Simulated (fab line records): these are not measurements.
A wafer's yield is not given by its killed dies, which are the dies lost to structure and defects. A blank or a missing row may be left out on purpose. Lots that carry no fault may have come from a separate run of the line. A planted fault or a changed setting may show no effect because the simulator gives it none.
fab line records | flow gf180mcu
record: lots: 5 wafers: 15 last_day: 34
route steps=602 shown V4@484 MIM@503
lots with no fault: from the same line, run without faults
start_h: the number of hours between the record's first day and the start of the first shown wafer of the lot | wait_h: time in hours since the lot's previous step | " unchanged from the row above | L1.1+2: one row covering several wafers at once | - no value, or no start given | * or withheld: withheld | < > ~ a bound
route shown NAME@n: NAME is a module with steps in the file, n the number in the route of the first one | usual: the fault-free wafers' mean and standard deviation | same: alike in all rows | chamber/n: place in a boat | sites: each site's reading | _std_site: the standard deviation of these | _edge_site: inner sites' mean taken away from outer sites' mean | radius_mm: how far each site lies from the wafer's centre | mask NAME#n: copy n | behind: the last tool/chamber to shape the wafer | hold: cause of the lot's hold/its duration in hours/its outcome | device: transistor that didn't switch, given as n, p or np | end of line: the tests these same wafers got at the end of their route | a step with no rows: only its recipe | killed: at the first sort, the dies lost to defects and structure; wafer yield is something else | map: shows each die of a wafer: x if killed, . if not, _ if none is there
set.NAME: the setting as run; set.NAME@STEP: as run at that earlier step | model.NAME: the simulator's own value behind a step, which no gauge read
certain route steps with their lots: each step a table, each wafer a row
services: when a tool's chamber went out of use (start_h, in hours from the record's first day, below 0 if earlier), for how many hours, and the reason
== steps ==
step: GF_V4_COAT_08
recipe: resist: BARC temp_c: withheld time_s: withheld spin_rpm: withheld resist_thk_nm: withheld
columns lot.wafer tool chamber start_h wait_h
L076.4+5+6 litho_track-03 0 583.26 0.1
L086.1+2+4 litho_track-04 0 662.07 0.1
L088.3+4+5 litho_track-04 0 675.82 0.1
L094.2+3+5 litho_track-04 0 717.64 0.1
L096.1+4+6 litho_track-03 0 728.13 0.1
step: GF_V4_COAT_09
recipe: resist: KrF spin_rpm: withheld resist_thk_nm: 1000
columns lot.wafer tool chamber start_h wait_h
L076.4+5+6 litho_track-03 0 - -
L086.1+2+4 litho_track-04 0 - -
L088.3+4+5 litho_track-04 0 - -
L094.2+3+5 litho_track-04 0 - -
L096.1+4+6 litho_track-03 0 - -
step: GF_V4_SOFTBAKE_10
recipe: temp_c: 130 time_s: 60 resist: KrF
columns lot.wafer tool chamber start_h wait_h
L076.4+5+6 litho_track-03 0 - -
L086.1+2+4 litho_track-04 0 - -
L088.3+4+5 litho_track-04 0 - -
L094.2+3+5 litho_track-04 0 - -
L096.1+4+6 litho_track-03 0 - -
step: GF_V4_EXPOSE_11
recipe: mask_id: Via4 target_cd_nm: 260 na: 0.68 source_shape: conventional sigma_outer: 0.6 dose_mj: 38
columns lot.wafer tool chamber start_h wait_h mask
L076.4+5+6 krf_scanner-01 0 - - Via4#0
L086.1+2+4 krf_scanner-01 0 - - Via4#0
L088.3+4+5 krf_scanner-02 0 - - Via4#0
L094.2+3+5 krf_scanner-02 0 - - Via4#0
L096.1+4+6 krf_scanner-01 0 - - Via4#0
step: GF_V4_PEB_12
recipe: peb_temp_c: 135 peb_time_s: 90 resist: KrF
columns lot.wafer tool chamber start_h wait_h
L076.4+5+6 litho_track-02 0 - -
L086.1+2+4 litho_track-04 0 - -
L088.3+4+5 litho_track-03 0 - -
L094.2+3+5 litho_track-03 0 - -
L096.1+4+6 litho_track-03 0 - -
step: GF_V4_DEVELOP_13
recipe: develop_time_s: 60 resist: KrF dev_temp_c: 21
same: develop_time_s: 60
columns lot.wafer tool chamber start_h wait_h
L076.4+5+6 litho_track-02 0 593.79 0.1
L086.1+2+4 litho_track-04 0 672.37 0.2
L088.3+4+5 litho_track-03 0 686.03 0.1
L094.2+3+5 litho_track-03 0 726.80 0.2
L096.1+4+6 litho_track-03 0 736.98 0.2
step: GF_V4_CD_MEAS_14
recipe: target_cd_nm: 260
usual: cd_nm: 259.5/1.1
columns lot.wafer tool chamber start_h wait_h cd_nm
L076.4 cd_sem-01 - 593.93 0.1 258.5
L076.5 " - " " 258.7
L076.6 " - " " 259.4
L086.1 cd_sem-01 - 672.52 0.1 259.9
L086.2 " - " " 259.9
L086.4 " - " " 259.3
L088.3 cd_sem-02 - 686.17 0.1 258.7
L088.4 " - " " 259.3
L088.5 " - " " 259.4
L094.2 cd_sem-01 - 726.95 0.1 260.2
L094.3 " - " " 259.1
L094.5 " - " " 260.8
L096.1 cd_sem-01 - 737.13 0.1 261.2
L096.4 " - " " 259.0
L096.6 " - " " 259.5
step: GF_V4_OVL_MEAS_15
usual: V4_OVL: 1/4.9
columns lot.wafer tool chamber start_h wait_h V4_OVL[nm]
L076.4 overlay-02 - 594.00 0.1 1
L076.5 " - " " 8
L076.6 " - " " 9
L086.1 overlay-02 - 672.64 0.1 0
L086.2 " - " " 6
L086.4 " - " " 2
L088.3 overlay-02 - 686.26 0.1 -3
L088.4 " - " " 0
L088.5 " - " " 3
L094.2 overlay-01 - 727.05 0.1 6
L094.3 " - " " 2
L094.5 " - " " 2
L096.1 overlay-01 - 737.25 0.1 -2
L096.4 " - " " -1
L096.6 " - " " -4
step: GF_V4_ETCH_16
recipe: chemistry: N2/H2 target_depth_a: withheld overetch_a: withheld time_s: withheld target: BARC ion_energy_ev: 200 source_w: 500 bias_w: 100 pressure_mtorr: 30 n2_flow_sccm: 100 h2_flow_sccm: 200
usual: bias_w: 100.0/0.32 drypump_motor_current_A: 5.8/0.53 oes_product_au: 0.855/0.0046 throttle_valve_pct: 13.225/0.0091
columns lot.wafer tool chamber start_h wait_h bias_w drypump_motor_current_A oes_product_au throttle_valve_pct
L076.4 rie_diel-01 3 594.04 0.0 99.2 6.1 0.848 13.218
L076.5 " 0 " " 100.1 6.3 0.860 13.220
L076.6 " 1 " " 100.1 6.4 0.855 13.234
L086.1 rie_diel-02 2 672.67 0.0 100.1 4.6 0.857 13.237
L086.2 " 3 " " 99.6 6.0 0.851 13.227
L086.4 " 1 " " 100.5 5.4 0.856 13.235
L088.3 rie_diel-02 0 686.29 0.0 100.2 5.8 0.864 13.246
L088.4 " 1 " " 100.1 5.4 0.859 13.231
L088.5 " 2 " " 100.0 4.6 0.857 13.222
L094.2 rie_diel-02 0 727.08 0.0 100.1 5.8 0.845 13.213
L094.3 " 2 " " 100.0 4.6 0.850 13.213
L094.5 " 0 " " 100.2 5.8 0.854 13.224
L096.1 rie_diel-01 3 737.28 0.0 99.8 6.1 0.852 13.229
L096.4 " 1 " " 99.8 6.4 0.855 13.240
L096.6 " 0 " " 99.9 6.3 0.853 13.220
step: GF_V4_ETCH_17
recipe: chemistry: C4F8/O2/Ar mask_material: KrF target: SiO2 stop_on: TiN source_w: 1500 bias_w: 1200 pressure_mtorr: 40 c4f8_flow_sccm: withheld O2_flow_sccm: 6 Ar_flow_sccm: 300 time_s: withheld target_depth_a: 6300
usual: bias_w: 1200/3.5 oes_product_au: 0.855/0.0044
columns lot.wafer tool chamber start_h wait_h bias_w oes_product_au
L076.4 rie_diel-01 3 - - 1201 0.871
L076.5 " 0 " " 1198 0.855
L076.6 " 1 " " 1201 0.850
L086.1 rie_diel-02 2 - - 1199 0.853
L086.2 " 3 " " 1204 0.856
L086.4 " 1 " " 1196 0.854
L088.3 rie_diel-02 0 - - 1200 0.859
L088.4 " 1 " " 1200 0.862
L088.5 " 2 " " 1205 0.849
L094.2 rie_diel-02 0 - - 1199 0.851
L094.3 " 2 " " 1197 0.857
L094.5 " 0 " " 1198 0.860
L096.1 rie_diel-01 3 - - 1201 0.856
L096.4 " 1 " " 1202 0.857
L096.6 " 0 " " 1205 0.851
step: GF_V4_STRIP_18
recipe: chemistry: O2/N2 power_w: 1400 pressure_mtorr: 1500 platen_temp_c: 250 o2_flow_sccm: 3000 n2_flow_sccm: 300 overash_fraction: 0.5
usual: drypump_motor_current_A: 5.6/0.35 heater_power_w: 347/27 oes_product_au: 0.593/0.0053
columns lot.wafer tool chamber start_h wait_h drypump_motor_current_A heater_power_w oes_product_au rf_hours_counter_h
L076.4 plasma_asher-01 1 594.18 - 5.3 329 0.589 -
L076.5 " 1 " " 5.3 337 0.594 -
L076.6 " 0 " " 5.6 389 0.603 -
L086.1 plasma_asher-02 1 672.80 - 6.2 376 0.590 27
L086.2 " 0 " " 5.3 333 0.594 27
L086.4 " 0 " " 5.2 334 0.591 -
L088.3 plasma_asher-04 1 686.45 - 5.5 338 0.591 -
L088.4 " 0 " " 5.6 298 0.584 -
L088.5 " 0 " " 5.6 299 0.587 -
L094.2 plasma_asher-04 1 727.21 - 5.5 333 0.594 61
L094.3 " 0 " " 5.6 303 0.600 -
L094.5 " 1 " " 5.5 336 0.599 -
L096.1 plasma_asher-02 0 737.41 - 5.2 329 0.582 34
L096.4 " 1 " " 6.2 372 0.589 -
L096.6 " 0 " " 5.3 336 0.592 -
step: GF_V4_STRIP_19
recipe: chemistry: post_etch_residue_remover time_s: 1200 temp_c: 72.5
columns lot.wafer tool chamber start_h wait_h
L076.4+5+6 wet_bench-03 3 594.25 0.0
L086.1+2+4 wet_bench-03 1 672.90 0.1
L088.3+4+5 wet_bench-03 3 686.51 0.0
L094.2+3+5 wet_bench-02 0 727.31 0.1
L096.1+4+6 wet_bench-04 1 737.51 0.1
step: GF_V4_CLEAN_20
recipe: chemistry: DIW dry: n2_spin
columns lot.wafer tool chamber start_h wait_h
L076.4+5+6 wet_bench-03 3 594.59 0.0
L086.1+2+4 wet_bench-02 0 673.65 0.0
L088.3+4+5 wet_bench-03 0 686.86 0.0
L094.2+3+5 wet_bench-04 0 727.66 0.0
L096.1+4+6 wet_bench-02 2 737.89 0.0
step: GF_V4_SPUTTER_21
recipe: material: Ti target_thk_nm: 15 chamber_pressure_pa: 5 power_w: 2500 substrate_temp_c: 200 time_s: 80.02
usual: cathode_dc_power_W: 2500.0/0.48 throttle_valve_pct: 29.8/0.85
columns lot.wafer tool chamber start_h wait_h cathode_dc_power_W throttle_valve_pct
L076.4 pvd_sputter-03 - 594.68 0.0 2500.4 29.9
L076.5 " - " " 2500.2 30.4
L076.6 " - " " 2499.7 27.8
L086.1 pvd_sputter-01 - 673.83 0.0 2499.6 29.6
L086.2 " - " " 2498.7 30.0
L086.4 " - " " 2499.9 30.5
L088.3 pvd_sputter-03 - 686.95 0.0 2500.5 27.8
L088.4 " - " " 2499.7 30.3
L088.5 " - " " 2499.6 27.6
L094.2 pvd_sputter-04 - 727.75 0.0 2500.7 30.0
L094.3 " - " " 2500.1 31.2
L094.5 " - " " 2500.2 29.9
L096.1 pvd_sputter-04 - 737.98 0.0 2500.2 30.3
L096.4 " - " " 2500.1 29.7
L096.6 " - " " 2499.9 28.7
step: GF_V4_SPUTTER_22
recipe: material: TiN target_thk_nm: 10 chamber_pressure_pa: 5 power_w: 4000 time_s: 40
usual: cathode_dc_power_W: 4000.0/0.72 throttle_valve_pct: 29.8/0.86
columns lot.wafer tool chamber start_h wait_h cathode_dc_power_W throttle_valve_pct
L076.4 pvd_sputter-03 - 594.75 0.0 4000.4 29.8
L076.5 " - " " 3999.5 30.3
L076.6 " - " " 3999.8 27.9
L086.1 pvd_sputter-01 - 673.89 0.0 4000.2 29.7
L086.2 " - " " 3999.1 29.9
L086.4 " - " " 3999.6 30.8
L088.3 pvd_sputter-03 - 687.01 0.0 3999.9 27.7
L088.4 " - " " 4000.1 30.3
L088.5 " - " " 3999.6 27.7
L094.2 pvd_sputter-04 - 727.81 0.0 3999.6 30.2
L094.3 " - " " 4000.0 31.3
L094.5 " - " " 3998.7 30.1
L096.1 pvd_sputter-04 - 738.04 0.0 3999.9 30.2
L096.4 " - " " 3999.7 29.6
L096.6 " - " " 4000.2 28.7
step: GF_V4_CVD_23
recipe: material: W target_thk_nm: 350 time_s: 104.9 temp_c: 400 pressure_torr: 40
usual: heater_power_outer_w: 567/68 heater_power_w: 935/130
columns lot.wafer tool chamber start_h wait_h heater_power_outer_w heater_power_w
L076.4 cvd_w-02 1 594.82 0.1 612 998
L076.5 " 1 " " 617 990
L076.6 " 0 " " 634 1067
L086.1 cvd_w-02 1 673.93 0.0 588 1034
L086.2 " 0 " " 655 1090
L086.4 " 1 " " 607 1025
L088.3 cvd_w-01 0 687.09 0.1 475 756
L088.4 " 1 " " 547 830
L088.5 " 1 " " 522 849
L094.2 cvd_w-02 0 727.85 0.0 638 1084
L094.3 " 1 " " 619 1012
L094.5 " 1 " " 609 1044
L096.1 cvd_w-01 1 738.08 0.0 528 815
L096.4 " 1 " " 526 839
L096.6 " 1 " " 538 819
step: GF_V4_RS_MEAS_24
recipe: thk_meas_gauge: four-point-probe reads: W_of_V4_CVD_23+TiN_of_V4_SPUTTER_22+Ti_of_V4_SPUTTER_21
usual: V4_W_RS: 0.327/0.0033
columns lot.wafer tool chamber start_h wait_h V4_W_RS[ohm/sq]
L076.4 film_metro-01 - 594.96 0.1 0.326
L076.5 " - " " 0.325
L076.6 " - " " 0.324
L086.1 film_metro-01 - 674.04 0.1 0.325
L086.2 " - " " 0.323
L086.4 " - " " 0.321
L088.3 film_metro-02 - 687.20 0.1 0.325
L088.4 " - " " 0.327
L088.5 " - " " 0.327
L094.2 film_metro-01 - 727.98 0.1 0.320
L094.3 " - " " 0.325
L094.5 " - " " 0.325
L096.1 film_metro-04 - 738.19 0.1 0.329
L096.4 " - " " 0.329
L096.6 " - " " 0.328
step: GF_V4_THK_MEAS_25
recipe: thk_meas_gauge: xrf reads: W_of_V4_CVD_23
usual: V4_W_THK: 370/4.7
columns lot.wafer tool chamber start_h wait_h V4_W_THK[nm]
L076.4 film_metro-01 - 595.05 0.1 371
L076.5 " - " " 374
L076.6 " - " " 375
L086.1 film_metro-01 - 674.16 0.1 373
L086.2 " - " " 377
L086.4 " - " " 381
L088.3 film_metro-02 - 687.30 0.1 376
L088.4 " - " " 376
L088.5 " - " " 374
L094.2 film_metro-01 - 728.09 0.1 377
L094.3 " - " " 370
L094.5 " - " " 373
L096.1 film_metro-04 - 738.31 0.1 366
L096.4 " - " " 372
L096.6 " - " " 370
step: GF_V4_CMP_26
recipe: stop_on: SiO2 down_force_psi: 3.5 platen_rpm: 60 t_overpolish_s: 15 target_thk_nm: 0 pad_velocity_m_s: 0.94248
usual: head_pressure_psi: 3.500/0.0072 motor_current_A: 11.2/0.79 overpolish_run_s: 15.000/0.0081 slurry_flow_ml_min: 150.0/0.49 time_to_endpoint_s: 84/3.4
columns lot.wafer tool chamber start_h wait_h head_pressure_psi motor_current_A overpolish_run_s slurry_flow_ml_min time_to_endpoint_s
L076.4 cmp-02 0 595.18 0.1 3.501 10.2 15.009 149.3 86
L076.5 " 2 " " 3.501 12.2 15.001 151.6 87
L076.6 " 3 " " 3.494 11.4 14.997 150.0 85
L086.4 cmp-01 0 674.27 0.1 3.501 11.5 15.015 150.1 84
L086.2 " 1 " " 3.501 10.5 14.991 150.2 84
L086.1 " 2 " " 3.493 10.4 14.991 149.5 80
L088.3 cmp-01 1 687.44 0.1 3.510 11.3 14.981 150.3 89
L088.4 " 2 " " 3.484 11.0 15.001 150.2 87
L088.5 " 3 " " 3.497 12.1 15.001 149.6 83
L094.3 cmp-02 3 728.20 0.1 3.519 11.7 14.986 150.2 80
L094.2 " 2 " " 3.505 12.3 15.005 150.4 78
L094.5 " 3 " " 3.513 11.5 15.005 150.0 78
L096.1 cmp-02 2 738.42 0.1 3.492 12.6 14.997 150.1 81
L096.4 " 3 " " 3.506 11.7 15.004 149.3 81
L096.6 " 2 " " 3.489 11.8 15.005 149.5 78
step: GF_MIM_SPUTTER_00
recipe: material: Ti target_thk_nm: 37.5 arriving_ion_energy_ev: 80 substrate_temp_c: 200 chamber_pressure_pa: 2 power_w: 4000 time_s: 150
usual: cathode_dc_power_W: 4000.0/0.74 throttle_valve_pct: 29.8/1.1
columns lot.wafer tool chamber start_h wait_h cathode_dc_power_W throttle_valve_pct
L076.4 pvd_sputter-04 - 595.38 0.1 3999.7 31.2
L076.5 " - " " 3999.6 30.1
L076.6 " - " " 4000.7 31.5
L086.1 pvd_sputter-03 - 674.52 0.1 4001.6 30.2
L086.2 " - " " 4000.8 29.9
L086.4 " - " " 3999.5 27.8
L088.3 pvd_sputter-04 - 687.64 0.1 4000.9 29.9
L088.4 " - " " 3999.5 28.4
L088.5 " - " " 3998.3 30.3
L094.2 pvd_sputter-04 - 728.50 0.1 4000.6 31.4
L094.3 " - " " 4000.2 30.2
L094.5 " - " " 3999.4 31.3
L096.1 pvd_sputter-02 - 738.67 0.2 4000.2 28.7
L096.4 " - " " 3998.4 31.0
L096.6 " - " " 3999.0 28.9
step: GF_MIM_SPUTTER_01
recipe: material: TiN target_thk_nm: 30 power_w: 6500 time_s: 25 chamber_pressure_pa: 0.4
usual: cathode_dc_power_W: 6499.8/1.2 throttle_valve_pct: 29.8/1.1
columns lot.wafer tool chamber start_h wait_h cathode_dc_power_W throttle_valve_pct
L076.4 pvd_sputter-04 - 595.48 0.1 6500.5 31.2
L076.5 " - " " 6500.6 30.2
L076.6 " - " " 6500.3 31.5
L086.1 pvd_sputter-03 - 674.62 0.1 6500.5 30.3
L086.2 " - " " 6501.0 29.5
L086.4 " - " " 6500.0 28.0
L088.3 pvd_sputter-04 - 687.74 0.1 6502.3 29.4
L088.4 " - " " 6499.2 28.6
L088.5 " - " " 6501.4 30.0
L094.2 pvd_sputter-04 - 728.60 0.1 6499.6 31.4
L094.3 " - " " 6501.0 30.1
L094.5 " - " " 6500.3 31.4
L096.1 pvd_sputter-02 - 738.77 0.1 6499.2 28.5
L096.4 " - " " 6500.0 30.9
L096.6 " - " " 6500.6 28.9
step: GF_MIM_SPUTTER_02
recipe: material: AlCu target_thk_nm: 450 power_w: 10600 time_s: 23.9 chamber_pressure_pa: 0.4
usual: cathode_dc_power_W: 10600/2 throttle_valve_pct: 29.8/1.1
columns lot.wafer tool chamber start_h wait_h cathode_dc_power_W throttle_valve_pct
L076.4 pvd_sputter-04 - 595.51 0.0 10596 31.2
L076.5 " - " " 10604 30.2
L076.6 " - " " 10600 31.1
L086.1 pvd_sputter-03 - 674.65 0.0 10599 30.6
L086.2 " - " " 10599 29.6
L086.4 " - " " 10598 27.6
L088.3 pvd_sputter-04 - 687.77 0.0 10601 29.9
L088.4 " - " " 10599 28.4
L088.5 " - " " 10600 30.0
L094.2 pvd_sputter-04 - 728.63 0.0 10601 31.6
L094.3 " - " " 10601 30.0
L094.5 " - " " 10600 31.4
L096.1 pvd_sputter-02 - 738.80 0.0 10604 28.4
L096.4 " - " " 10601 30.7
L096.6 " - " " 10600 29.2
step: GF_MIM_SPUTTER_03
recipe: material: Ti target_thk_nm: 10 substrate_temp_c: 300 chamber_pressure_pa: 0.3 power_w: 3000 time_s: 6.7
usual: cathode_dc_power_W: 3000.0/0.56 throttle_valve_pct: 29.8/1.1
columns lot.wafer tool chamber start_h wait_h cathode_dc_power_W throttle_valve_pct
L076.4 pvd_sputter-04 - 595.54 0.0 3000.7 31.2
L076.5 " - " " 3000.0 30.1
L076.6 " - " " 2999.3 31.5
L086.1 pvd_sputter-03 - 674.68 0.0 3001.4 30.3
L086.2 " - " " 2999.7 29.8
L086.4 " - " " 3000.7 27.8
L088.3 pvd_sputter-04 - 687.80 0.0 2999.7 29.9
L088.4 " - " " 3000.2 28.4
L088.5 " - " " 2999.4 30.2
L094.2 pvd_sputter-04 - 728.66 0.0 2999.3 31.0
L094.3 " - " " 3000.6 30.3
L094.5 " - " " 3001.1 31.2
L096.1 pvd_sputter-02 - 738.83 0.0 3000.9 28.4
L096.4 " - " " 3000.0 30.8
L096.6 " - " " 2999.9 29.3
step: GF_MIM_SPUTTER_04
recipe: material: TiN target_thk_nm: 50 power_w: 6500 time_s: 41.7 chamber_pressure_pa: 0.4
usual: cathode_dc_power_W: 6499.9/1.1 throttle_valve_pct: 29.8/1.1
columns lot.wafer tool chamber start_h wait_h cathode_dc_power_W throttle_valve_pct
L076.4 pvd_sputter-04 - 595.56 0.0 6499.6 30.9
L076.5 " - " " 6501.7 29.9
L076.6 " - " " 6499.2 31.3
L086.1 pvd_sputter-03 - 674.70 0.0 6497.7 30.6
L086.2 " - " " 6498.7 29.8
L086.4 " - " " 6500.1 27.7
L088.3 pvd_sputter-04 - 687.82 0.0 6500.1 29.5
L088.4 " - " " 6500.8 28.3
L088.5 " - " " 6499.2 30.0
L094.2 pvd_sputter-04 - 728.68 0.0 6500.7 31.4
L094.3 " - " " 6501.6 30.0
L094.5 " - " " 6501.3 31.4
L096.1 pvd_sputter-02 - 738.85 0.0 6498.4 28.4
L096.4 " - " " 6498.4 30.8
L096.6 " - " " 6501.1 29.2
step: GF_MIM_CVD_05
recipe: material: Si3N4 target_thk_nm: 42 temp_max_c: 400 temp_c: 385 time_s: 29.086 rf_w: 450
usual: heater_power_outer_w: 382/44 heater_power_w: 646/56
columns lot.wafer tool chamber start_h wait_h heater_power_outer_w heater_power_w
L076.4 pecvd-01 0 595.61 0.0 408 675
L076.5 " 1 " " 418 711
L076.6 " 2 " " 344 594
L086.1 pecvd-03 0 674.74 0.0 329 562
L086.2 " 2 " " 476 677
L086.4 " 2 " " 458 700
L088.3 pecvd-03 1 687.86 0.0 418 730
L088.4 " 1 " " 419 735
L088.5 " 0 " " 275 521
L094.2 pecvd-01 0 728.72 0.0 350 626
L094.3 " 1 " " 436 739
L094.5 " 2 " " 330 590
L096.1 pecvd-01 1 738.89 0.0 418 726
L096.4 " 2 " " 390 676
L096.6 " 0 " " 330 590
step: GF_MIM_THK_MEAS_06
recipe: reads: Si3N4_of_MIM_CVD_05
usual: MIM_CVD_05_THK: 42.0/0.47
columns lot.wafer tool chamber start_h wait_h MIM_CVD_05_THK[nm]
L076.4 film_metro-03 - 595.66 0.0 42.2
L076.5 " - " " 42.2
L076.6 " - " " 41.9
L086.1 film_metro-02 - 674.78 0.0 41.3
L086.2 " - " " 41.5
L086.4 " - " " 42.3
L088.3 film_metro-04 - 687.91 0.0 41.3
L088.4 " - " " 42.1
L088.5 " - " " 41.9
L094.2 film_metro-04 - 728.77 0.0 41.6
L094.3 " - " " 41.2
L094.5 " - " " 41.9
L096.1 film_metro-02 - 738.92 0.0 41.1
L096.4 " - " " 42.6
L096.6 " - " " 42.1
step: GF_MIM_SPUTTER_07
recipe: material: TiN target_thk_nm: 60 power_w: 6500 time_s: 50 chamber_pressure_pa: 0.4
usual: cathode_dc_power_W: 6500.0/1.2 throttle_valve_pct: 29.9/1.2
columns lot.wafer tool chamber start_h wait_h cathode_dc_power_W throttle_valve_pct
L076.4 pvd_sputter-03 - 595.69 0.0 6499.7 29.6
L076.5 " - " " 6497.3 29.9
L076.6 " - " " 6501.2 29.5
L086.1 pvd_sputter-02 - 674.84 0.1 6500.9 31.8
L086.2 " - " " 6498.3 30.8
L086.4 " - " " 6500.3 29.2
L088.3 pvd_sputter-03 - 687.95 0.0 6501.3 29.6
L088.4 " - " " 6499.3 27.6
L088.5 " - " " 6502.1 29.4
L094.2 pvd_sputter-02 - 728.82 0.0 6499.9 28.5
L094.3 " - " " 6500.5 29.2
L094.5 " - " " 6500.7 30.6
L096.1 pvd_sputter-03 - 738.98 0.1 6500.0 29.9
L096.4 " - " " 6499.9 30.4
L096.6 " - " " 6501.1 27.5
step: GF_MIM_SPUTTER_08
recipe: material: AlCu target_thk_nm: 200 power_w: 10600 time_s: 10.6 chamber_pressure_pa: 0.4
usual: cathode_dc_power_W: 10600/1.9 throttle_valve_pct: 29.9/1.2
columns lot.wafer tool chamber start_h wait_h cathode_dc_power_W throttle_valve_pct
L076.4 pvd_sputter-03 - 595.73 0.0 10601 29.7
L076.5 " - " " 10595 29.6
L076.6 " - " " 10600 29.5
L086.1 pvd_sputter-02 - 674.88 0.0 10601 31.7
L086.2 " - " " 10598 31.0
L086.4 " - " " 10601 29.1
L088.3 pvd_sputter-03 - 688.00 0.0 10600 29.5
L088.4 " - " " 10602 28.1
L088.5 " - " " 10600 29.3
L094.2 pvd_sputter-02 - 728.86 0.0 10599 28.3
L094.3 " - " " 10597 28.9
L094.5 " - " " 10598 30.8
L096.1 pvd_sputter-03 - 739.03 0.0 10605 30.0
L096.4 " - " " 10603 30.3
L096.6 " - " " 10603 27.8
step: GF_MIM_SPUTTER_09
recipe: material: TiN target_thk_nm: 35 power_w: 6500 time_s: 29.2 chamber_pressure_pa: 0.4
usual: cathode_dc_power_W: 6500.0/1.1 throttle_valve_pct: 29.9/1.1
columns lot.wafer tool chamber start_h wait_h cathode_dc_power_W throttle_valve_pct
L076.4 pvd_sputter-03 - 595.76 0.0 6499.2 29.8
L076.5 " - " " 6499.7 29.8
L076.6 " - " " 6501.3 29.6
L086.1 pvd_sputter-02 - 674.90 0.0 6501.1 32.0
L086.2 " - " " 6500.4 30.8
L086.4 " - " " 6502.2 29.2
L088.3 pvd_sputter-03 - 688.02 0.0 6499.3 29.5
L088.4 " - " " 6500.2 27.7
L088.5 " - " " 6499.0 29.9
L094.2 pvd_sputter-02 - 728.88 0.0 6500.5 28.6
L094.3 " - " " 6499.5 29.2
L094.5 " - " " 6500.4 30.8
L096.1 pvd_sputter-03 - 739.05 0.0 6501.2 29.9
L096.4 " - " " 6499.2 30.3
L096.6 " - " " 6498.5 27.8
step: GF_MIM_RS_MEAS_10
recipe: thk_meas_gauge: four-point-probe reads: TiN_of_MIM_SPUTTER_09+AlCu_of_MIM_SPUTTER_08+TiN_of_MIM_SPUTTER_07
usual: MIM_ALCU_RS: 0.1602/0.0017
columns lot.wafer tool chamber start_h wait_h MIM_ALCU_RS[ohm/sq]
L076.4 film_metro-03 - 595.85 0.1 0.1572
L076.5 " - " " 0.1587
L076.6 " - " " 0.1576
L086.1 film_metro-03 - 674.94 0.0 0.1622
L086.2 " - " " 0.1625
L086.4 " - " " 0.1623
L088.3 film_metro-03 - 688.09 0.1 0.1639
L088.4 " - " " 0.1655
L088.5 " - " " 0.1647
L094.2 film_metro-03 - 728.94 0.0 0.1575
L094.3 " - " " 0.1591
L094.5 " - " " 0.1591
L096.1 film_metro-04 - 739.08 0.0 0.1598
L096.4 " - " " 0.1601
L096.6 " - " " 0.1593
step: GF_MIM_THK_MEAS_11
recipe: thk_meas_gauge: xrf reads: AlCu_of_MIM_SPUTTER_08
usual: MIM_ALCU_THK: 197.7/2
columns lot.wafer tool chamber start_h wait_h MIM_ALCU_THK[nm]
L076.4 film_metro-03 - 595.94 0.1 200.4
L076.5 " - " " 198.0
L076.6 " - " " 199.7
L086.1 film_metro-03 - 675.06 0.1 195.4
L086.2 " - " " 195.5
L086.4 " - " " 196.2
L088.3 film_metro-03 - 688.19 0.1 194.8
L088.4 " - " " 192.2
L088.5 " - " " 193.0
L094.2 film_metro-03 - 729.05 0.1 201.5
L094.3 " - " " 201.6
L094.5 " - " " 201.3
L096.1 film_metro-04 - 739.20 0.1 198.4
L096.4 " - " " 197.8
L096.6 " - " " 198.2
step: GF_MIM_DEHYDRATE_12
recipe: temp_c: 200 time_s: 60
columns lot.wafer tool chamber start_h wait_h
L076.4+5+6 litho_track-01 0 606.05 10.1
L086.1+2+4 litho_track-04 0 684.17 9.1
L088.3+4+5 litho_track-04 0 697.02 8.8
L094.2+3+5 litho_track-04 0 737.09 8.0
L096.1+4+6 litho_track-01 0 747.42 8.2
== services ==
columns tool chamber start_h hours kind
pecvd-01 - 567.15 2.6 repair
krf_scanner-01 - 575.60 1.0 pm
rie_diel-01 3 577.67 10.8 repair
krf_scanner-01 - 591.30 4.0 pm
cmp-02 - 601.98 4.0 pm
pvd_sputter-03 - 608.42 0.7 repair
pvd_sputter-04 - 624.03 2.1 repair
krf_scanner-01 - 641.08 3.6 pm
rie_diel-02 - 661.44 2.8 pm
cmp-02 - 666.09 0.9 repair
pvd_sputter-02 - 671.14 1.7 repair
rie_diel-01 1 683.52 4.8 repair
pvd_sputter-02 - 683.69 3.1 repair
cvd_w-02 - 689.87 6.9 pm
krf_scanner-01 - 696.13 0.8 pm
pecvd-01 2 698.18 8.9 repair
pvd_sputter-03 - 703.27 6.2 repair
krf_scanner-01 - 715.23 1.3 pm
cvd_w-02 1 721.27 4.2 repair
rie_diel-01 - 722.44 14.6 pm
pvd_sputter-03 - 726.15 9.8 repair
rie_diel-02 2 735.33 3.8 repair
cmp-02 - 739.86 5.6 pm
krf_scanner-01 - 744.60 1.0 pm
== key ==
fault none
